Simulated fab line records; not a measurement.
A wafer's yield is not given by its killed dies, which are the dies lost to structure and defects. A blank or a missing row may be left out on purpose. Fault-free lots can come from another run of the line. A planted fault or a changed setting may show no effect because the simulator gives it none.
fab line records	flow sky130
[record] lots = 6	wafers = 18	lastDay = 48
route steps=708 shown METAL4@627 VIA4@639
lots with no fault: from the same line, run without faults
startH: hours from the record's first day to the start of the lot's first wafer shown	waitH: hours since the lot's step before	" the same as in the row above	L1.1+2: one row covering several wafers at once	- value missing, or start not given	* or withheld: withheld	< > ~ a bound
route shown NAME@n: a module of which the file shows steps, and the number in the route of the first	usual: mean/standard deviation taken from wafers without a fault	same: alike in all rows	chamber/n: place in a boat	sites: per-site readings	_std_site: how widely they spread, as a standard deviation	_edge_site: outer sites' mean less inner sites'	radiusMm: for every site, how far away it sits from the centre of the wafer	mask NAME#n: copy n	behind: the tool/chamber that last shaped the wafer	hold: why the lot went on hold/how many hours it stayed there/how the hold came to an end	device: which transistor (n, p or np) failed to switch	end of line: tests of these same wafers at the route's end	where a step has no rows: the recipe by itself	killed: dies that structure and defects cost at the first sort, which is not the same as the wafer's yield	map: dies across one wafer; x = killed, . = not, _ = none there
set.NAME: the setting the step ran with; set.NAME@STEP: the setting that earlier step ran with	model.NAME: the simulator's own value behind a step, which no gauge read
a table for each step, a row for each wafer; lots at some steps of the route
services: when a tool's chamber went out of use (startH, in hours from the record's first day, below 0 if earlier), for how many hours, and the reason
[[steps]]
[step SKY_METAL4_PEB_11]
[recipe] pebTempC = withheld	pebTimeS = withheld	resist = KrF-thick
[step SKY_METAL4_DEVELOP_12]
[recipe] developTimeS = 60	resist = KrF-thick	devTempC = 21
[step SKY_METAL4_CD_MEAS_13]
[recipe] targetCdNm = 300
[usual] cdNm = 299.6/1.4
lot.wafer	tool	chamber	startH	waitH	cdNm
L862.1	cdSem-01	-	1011.99	-	298.7
L862.4	"	-	"	"	297.9
L862.6	"	-	"	"	297.6
L861.1	cdSem-01	-	1014.13	-	299.1
L861.4	"	-	"	"	300.3
L861.5	"	-	"	"	300.2
L867.2	cdSem-01	-	1037.70	-	299.9
L867.4	"	-	"	"	299.4
L867.5	"	-	"	"	298.1
L872.1	cdSem-02	-	1068.39	-	298.0
L872.2	"	-	"	"	298.7
L872.6	"	-	"	"	298.7
L881.3	cdSem-02	-	1121.13	-	300.3
L881.4	"	-	"	"	300.3
L881.5	"	-	"	"	299.1
L882.1	cdSem-01	-	1125.20	-	299.4
L882.2	"	-	"	"	299.0
L882.4	"	-	"	"	300.5
[step SKY_METAL4_OVL_MEAS_14]
[usual] METAL4_OVL = 3/6.3
lot.wafer	tool	chamber	startH	waitH	METAL4_OVL[nm]
L862.1	overlay-01	-	1012.11	0.1	14
L862.4	"	-	"	"	12
L862.6	"	-	"	"	11
L861.1	overlay-02	-	1014.25	0.1	7
L861.4	"	-	"	"	9
L861.5	"	-	"	"	11
L867.2	overlay-02	-	1037.80	0.1	14
L867.4	"	-	"	"	7
L867.5	"	-	"	"	11
L872.1	overlay-02	-	1068.51	0.1	4
L872.2	"	-	"	"	1
L872.6	"	-	"	"	2
L881.3	overlay-02	-	1121.23	0.1	-1
L881.4	"	-	"	"	0
L881.5	"	-	"	"	-3
L882.1	overlay-02	-	1125.33	0.1	0
L882.2	"	-	"	"	5
L882.4	"	-	"	"	5
[step SKY_METAL4_DESCUM_15]
[recipe] chemistry = O2	sourcePowerW = 150	biasPowerW = 0	pressureMtorr = 10	tempC = 40	timeS = 8
[usual] chamberPressureMTorr = 10.002/0.0088	drypumpMotorCurrentA = 5.9/0.56	oesProductAu = 1.007/0.0099
lot.wafer	tool	chamber	startH	waitH	chamberPressureMTorr	drypumpMotorCurrentA	oesProductAu	rfHoursCounterH
L862.1	rieMetal-04	1	1012.15	0.0	9.988	6.0	1.006	16
L862.4	"	0	"	"	10.001	6.5	1.013	-
L862.6	"	1	"	"	10.020	6.0	1.014	-
L861.1	rieMetal-04	0	1014.28	0.0	9.995	6.5	0.990	3
L861.4	"	1	"	"	9.992	6.0	0.994	-
L861.5	"	0	"	"	9.995	6.5	1.001	-
L867.2	rieMetal-04	0	1037.83	0.0	9.986	6.5	0.996	4
L867.4	"	1	"	"	10.001	6.0	1.004	-
L867.5	"	0	"	"	10.002	6.5	1.002	-
L872.1	rieMetal-03	1	1068.55	0.0	10.005	5.4	1.031	16
L872.2	"	0	"	"	9.992	4.9	0.991	10
L872.6	"	0	"	"	9.995	4.9	1.001	-
L881.3	rieMetal-03	1	1121.26	0.0	9.977	5.4	1.019	-
L881.4	"	0	"	"	10.008	4.9	0.994	-
L881.5	"	0	"	"	10.006	4.9	0.990	-
L882.1	rieMetal-03	1	1125.37	0.0	9.988	5.4	1.022	20
L882.2	"	0	"	"	10.008	4.9	1.001	14
L882.4	"	1	"	"	10.004	5.4	1.017	-
[step SKY_METAL4_ETCH_16]
[recipe] chemistry = N2/H2	target = BARC	ionEnergyEv = 200	biasW = 100	pressureMtorr = 30	n2FlowSccm = 100	h2FlowSccm = 200	icpW = 500	stopOn = SiO2	timeS = 88.2	targetDepthA = 600
[usual] chamberPressureMTorr = 29.996/0.029	drypumpMotorCurrentA = 5.9/0.56	oesProductAu = 0.625/0.0046	throttleValvePct = 13.205/0.0089
lot.wafer	tool	chamber	startH	waitH	chamberPressureMTorr	drypumpMotorCurrentA	oesProductAu	rfHoursCounterH	throttleValvePct
L862.1	rieMetal-04	1	1012.18	0.0	29.981	6.1	0.621	16	13.185
L862.4	"	0	"	"	30.031	6.5	0.625	-	13.207
L862.6	"	1	"	"	29.968	6.1	0.632	-	13.213
L861.1	rieMetal-04	0	1014.32	0.0	29.979	6.5	0.621	3	13.193
L861.4	"	1	"	"	29.926	6.1	0.618	-	13.206
L861.5	"	0	"	"	30.043	6.5	0.617	-	13.211
L867.2	rieMetal-04	0	1037.87	0.0	30.014	6.5	0.622	4	13.215
L867.4	"	1	"	"	30.024	6.0	0.629	-	13.187
L867.5	"	0	"	"	29.999	6.6	0.629	-	13.204
L872.1	rieMetal-03	1	1068.59	0.0	30.072	5.4	0.617	16	13.217
L872.2	"	0	"	"	30.003	4.9	0.627	10	13.207
L872.6	"	0	"	"	29.998	4.9	0.623	-	13.213
L881.3	rieMetal-03	1	1121.32	0.0	29.991	5.4	0.632	-	13.204
L881.4	"	0	"	"	30.000	4.9	0.631	-	13.193
L881.5	"	0	"	"	30.004	4.9	0.623	-	13.213
L882.1	rieMetal-03	1	1125.40	0.0	30.011	5.4	0.623	20	13.202
L882.2	"	0	"	"	30.053	4.9	0.621	14	13.214
L882.4	"	1	"	"	29.993	5.4	0.629	-	13.204
[step SKY_METAL4_ETCH_17]
[recipe] target = SiO2	stopOn = TiN	chemistry = C4F8/O2/Ar	sourceW = 1500	biasW = 1200	pressureMtorr = 40	c4f8FlowSccm = withheld	O2_flow_sccm = 6	Ar_flow_sccm = 300	timeS = 3.9	targetDepthA = 150
[usual] chamberPressureMTorr = 40.00/0.04	oesProductAu = 0.751/0.0069
lot.wafer	tool	chamber	startH	waitH	chamberPressureMTorr	oesProductAu
L862.1	rieDiel-03	0	1012.28	0.1	40.03	0.753
L862.4	"	2	"	"	40.04	0.756
L862.6	"	0	"	"	40.06	0.748
L861.1	rieDiel-02	1	1014.41	0.1	40.01	0.738
L861.4	"	3	"	"	39.92	0.756
L861.5	"	2	"	"	39.98	0.752
L867.2	rieDiel-02	1	1037.96	0.1	40.08	0.750
L867.4	"	0	"	"	39.96	0.755
L867.5	"	2	"	"	40.06	0.754
L872.1	rieDiel-02	0	1068.72	0.1	40.06	0.759
L872.2	"	1	"	"	39.97	0.753
L872.6	"	0	"	"	40.05	0.770
L881.3	rieDiel-02	0	1121.38	0.0	40.04	0.752
L881.4	"	2	"	"	40.01	0.750
L881.5	"	1	"	"	40.02	0.762
L882.1	rieDiel-02	3	1125.50	0.1	39.96	0.748
L882.2	"	2	"	"	39.93	0.742
L882.4	"	1	"	"	39.98	0.747
[step SKY_METAL4_METAL_ETCH_18]
[recipe] targetDepthA = 8450	stopOn = SiO2	overEtchFrac = 0.3	timeS = 183.1	chemistry = Cl2/BCl3	resistSidewallDeg = 88	pressureMtorr = 10	icpW = 900	biasW = 48.5	Cl2_flow_sccm = 60	bcl3FlowSccm = 30
[usual] chamberPressureMTorr = 10.000/0.0087	drypumpMotorCurrentA = 5.5/0.44	oesProductAu = 0.866/0.0059	throttleValvePct = 22.265/0.0094
lot.wafer	tool	chamber	startH	waitH	chamberPressureMTorr	drypumpMotorCurrentA	oesProductAu	rfHoursCounterH	throttleValvePct
L862.1	rieMetal-02	0	1012.30	0.0	9.996	5.1	0.859	12	22.280
L862.4	"	1	"	"	9.992	5.8	0.867	-	22.271
L862.6	"	1	"	"	10.016	5.8	0.863	-	22.265
L861.1	rieMetal-02	0	1014.43	0.0	10.000	5.1	0.875	13	22.246
L861.4	"	0	"	"	9.994	5.1	0.874	-	22.271
L861.5	"	0	"	"	9.998	5.1	0.872	-	22.279
L867.2	rieMetal-02	1	1037.98	0.0	10.002	5.8	0.851	8	22.245
L867.4	"	0	"	"	9.998	5.1	0.875	-	22.262
L867.5	"	1	"	"	10.007	5.8	0.865	-	22.264
L872.1	rieMetal-02	0	1068.74	0.0	9.991	5.2	0.863	17	22.252
L872.2	"	1	"	"	9.997	5.8	0.861	10	22.270
L872.6	"	1	"	"	10.015	5.8	0.866	-	22.256
L881.3	rieMetal-02	1	1121.46	0.1	10.004	5.8	0.868	-	22.270
L881.4	"	0	"	"	9.989	5.1	0.871	-	22.266
L881.5	"	0	"	"	10.000	5.1	0.864	-	22.249
L882.1	rieMetal-02	0	1125.52	0.0	9.996	5.2	0.861	20	22.265
L882.2	"	1	"	"	9.992	5.8	0.872	15	22.263
L882.4	"	0	"	"	10.003	5.1	0.865	-	22.271
[step SKY_METAL4_STRIP_19]
[recipe] chemistry = O2/N2	powerW = 1400	pressureMtorr = 1500	platenTempC = withheld	o2FlowSccm = 3000	n2FlowSccm = 300	overashFraction = 0.5
[usual] chamberPressureMTorr = 1499.8/1.5	drypumpMotorCurrentA = 5.4/0.4	oesProductAu = 0.500/0.0061	stripTimeToEndpointS = 6.48/0.099
lot.wafer	tool	chamber	startH	waitH	chamberPressureMTorr	drypumpMotorCurrentA	oesProductAu	rfHoursCounterH	stripTimeToEndpointS
L862.1	plasmaAsher-01	1	1012.48	0.1	1501.3	5.3	0.499	25	6.49
L862.4	"	0	"	"	1500.6	5.4	0.502	-	6.49
L862.6	"	1	"	"	1501.5	5.3	0.502	-	6.45
L861.1	plasmaAsher-04	1	1014.61	0.1	1497.3	4.9	0.509	91	6.54
L861.4	"	0	"	"	1499.8	5.5	0.496	-	6.51
L861.5	"	0	"	"	1498.6	5.5	0.499	-	6.57
L867.2	plasmaAsher-01	1	1038.16	0.1	1501.5	5.3	0.508	27	6.68
L867.4	"	0	"	"	1499.5	5.5	0.501	-	6.63
L867.5	"	0	"	"	1498.7	5.4	0.508	-	6.60
L872.1	plasmaAsher-04	1	1068.92	0.1	1500.7	4.9	0.509	96	6.57
L872.2	"	0	"	"	1500.2	5.5	0.492	96	6.53
L872.6	"	1	"	"	1500.7	4.9	0.507	-	6.50
L881.3	plasmaAsher-03	1	1121.61	0.1	1496.5	6.2	0.488	-	6.40
L881.4	"	0	"	"	1500.1	5.2	0.501	-	6.48
L881.5	"	1	"	"	1500.3	6.2	0.495	-	6.57
L882.1	plasmaAsher-01	1	1125.69	0.1	1499.3	5.3	0.503	36	6.51
L882.2	"	0	"	"	1498.4	5.4	0.505	36	6.55
L882.4	"	1	"	"	1499.7	5.3	0.505	-	6.52
[step SKY_METAL4_STRIP_20]
[recipe] chemistry = postEtchResidueRemover	timeS = 1200	tempC = 72.5
[step SKY_METAL4_CLEAN_21]
[recipe] chemistry = IPA	timeS = 180	tempC = 25
[step SKY_METAL4_CLEAN_22]
[recipe] chemistry = O3/DIW	dry = n2Spin
[step SKY_VIA4_HDPCVD_00]
[recipe] material = SiO2	targetThkNm = 1750	sigmaOpenFrac = 0.3	timeS = 291.7	tempC = 400	sih4FlowSccm = 60	pressureMtorr = 6
[usual] pressureMtorr = 5.999/0.013	sih4FlowSccm = 59.97/0.18
lot.wafer	tool	chamber	startH	waitH	pressureMtorr	sih4FlowSccm	model.SiO2_of_VIA4_HDPCVD_00.thkNm
L862.1	hdpcvd-02	2	1013.07	0.0	5.997	60.13	1762
L862.4	"	0	"	"	6.001	59.52	1765
L862.6	"	2	"	"	6.012	60.08	1773
L861.1	hdpcvd-02	0	1015.22	0.0	6.007	59.88	1750
L861.4	"	2	"	"	6.009	59.84	1773
L861.5	"	1	"	"	5.998	60.11	1771
L867.2	hdpcvd-02	2	1038.79	0.0	6.008	60.00	1760
L867.4	"	0	"	"	6.001	60.16	1766
L867.5	"	1	"	"	5.982	59.98	1757
L872.1	hdpcvd-02	2	1069.59	0.0	5.997	60.32	1776
L872.2	"	0	"	"	6.023	60.16	1743
L872.6	"	1	"	"	6.002	60.30	1774
L881.3	hdpcvd-02	0	1122.17	0.0	6.003	60.14	1009
L881.4	"	1	"	"	6.015	59.80	1007
L881.5	"	0	"	"	6.005	60.04	1018
L882.1	hdpcvd-02	0	1126.41	0.0	6.016	59.86	1043
L882.2	"	1	"	"	5.987	59.85	1001
L882.4	"	1	"	"	6.000	59.84	1008
[step SKY_VIA4_THK_MEAS_01]
[recipe] reads = SiO2_of_VIA4_HDPCVD_00
[usual] VIA4_HDPCVD_THK = 1751/16
lot.wafer	tool	chamber	startH	waitH	hold	VIA4_HDPCVD_THK[nm]
L862.1	filmMetro-01	-	1013.25	0.1	-	1761
L862.4	"	-	"	"	-	1764
L862.6	"	-	"	"	-	1773
L861.1	filmMetro-04	-	1015.40	0.1	-	1750
L861.4	"	-	"	"	-	1772
L861.5	"	-	"	"	-	1772
L867.2	filmMetro-01	-	1038.98	0.1	-	1760
L867.4	"	-	"	"	-	1766
L867.5	"	-	"	"	-	1757
L872.1	filmMetro-01	-	1069.77	0.1	-	1778
L872.2	"	-	"	"	-	1744
L872.6	"	-	"	"	-	1774
L881.3	filmMetro-02	-	1122.37	0.1	awaitDispo/0.2h/release	1010
L881.4	"	-	"	"	awaitDispo/0.2h/release	1007
L881.5	"	-	"	"	awaitDispo/0.2h/release	1019
L881.3	filmMetro-02	-	1122.59	0.2	-	1010
L881.4	"	-	"	"	-	1008
L881.5	"	-	"	"	-	1018
L882.1	filmMetro-04	-	1126.59	0.1	awaitDispo/0.2h/release	1044
L882.2	"	-	"	"	awaitDispo/0.2h/release	1002
L882.4	"	-	"	"	awaitDispo/0.2h/release	1009
L882.1	filmMetro-04	-	1126.81	0.2	-	1043
L882.2	"	-	"	"	-	1000
L882.4	"	-	"	"	-	1009
[[services]]
tool	chamber	startH	hours	kind
rieMetal-02	-	994.70	0.3	repair
hdpcvd-02	2	1017.12	15.9	repair
rieDiel-02	1	1027.32	4.2	repair
rieDiel-03	2	1028.07	7.8	repair
rieDiel-02	-	1052.68	14.6	pm
plasmaAsher-03	-	1055.25	9.0	pm
plasmaAsher-03	0	1055.25	9.0	ventCycle
plasmaAsher-03	1	1055.25	9.0	ventCycle
rieDiel-03	0	1055.55	-	clean
rieDiel-03	0	1055.55	18.9	scheduledDown
rieDiel-03	0	1055.55	18.9	ventCycle
rieMetal-02	-	1062.03	1.7	repair
rieDiel-03	2	1063.76	22.2	repair
plasmaAsher-03	0	1064.25	-	clean
rieDiel-02	-	1073.14	0.4	repair
rieDiel-03	1	1074.69	2.7	repair
rieMetal-02	-	1083.03	1.4	pm
hdpcvd-02	1	1085.92	3.6	repair
rieDiel-02	-	1088.77	0.8	repair
rieMetal-03	-	1099.29	8.6	repair
rieMetal-02	0	1101.75	5.4	repair
hdpcvd-02	-	1102.65	6.0	pm
plasmaAsher-03	-	1106.47	2.8	pm
plasmaAsher-03	-	1125.56	3.2	repair
[[key]]
[firstSign] step = SKY_VIA4_THK_MEAS_01	reading = visit	direction = added
[effect] step = SKY_VIA4_THK_MEAS_01	reading = VIA4_HDPCVD_THK	direction = down	sigmas = 47	usual = 1751	struck = 1015
[modelEffect] step = SKY_VIA4_HDPCVD_00	value = SiO2_of_VIA4_HDPCVD_00.thkNm	without = 1753	struck = 1014
metAt SKY_VIA4_HDPCVD_00
struckWafers L881.3,L881.4,L881.5,L882.1,L882.2,L882.4
scrappedBehind SKY_VIA4_THK_MEAS_01 L881.3,L881.4,L881.5,L882.1,L882.2,L882.4
onsetBetween 1069.59 1122.17
alsoFits time
[earlierFault] kind = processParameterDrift	tool = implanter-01	chamber = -	onsetH = 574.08	steps = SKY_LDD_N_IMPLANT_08	channel = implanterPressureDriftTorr	offset = 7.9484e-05	shape = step	endH = 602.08
[earlierFault] kind = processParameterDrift	tool = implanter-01	chamber = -	onsetH = 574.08	steps = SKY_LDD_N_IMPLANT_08	channel = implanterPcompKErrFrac	offset = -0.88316	shape = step	endH = 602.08
[fault] kind = processParameterDrift	tool = hdpcvd-02	chamber = -	onsetH = 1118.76	steps = SKY_VIA4_HDPCVD_00	channel = targetThkNm	offset = -738.13	shape = step	actsIn = theseRecipesOnly	stated = 1750
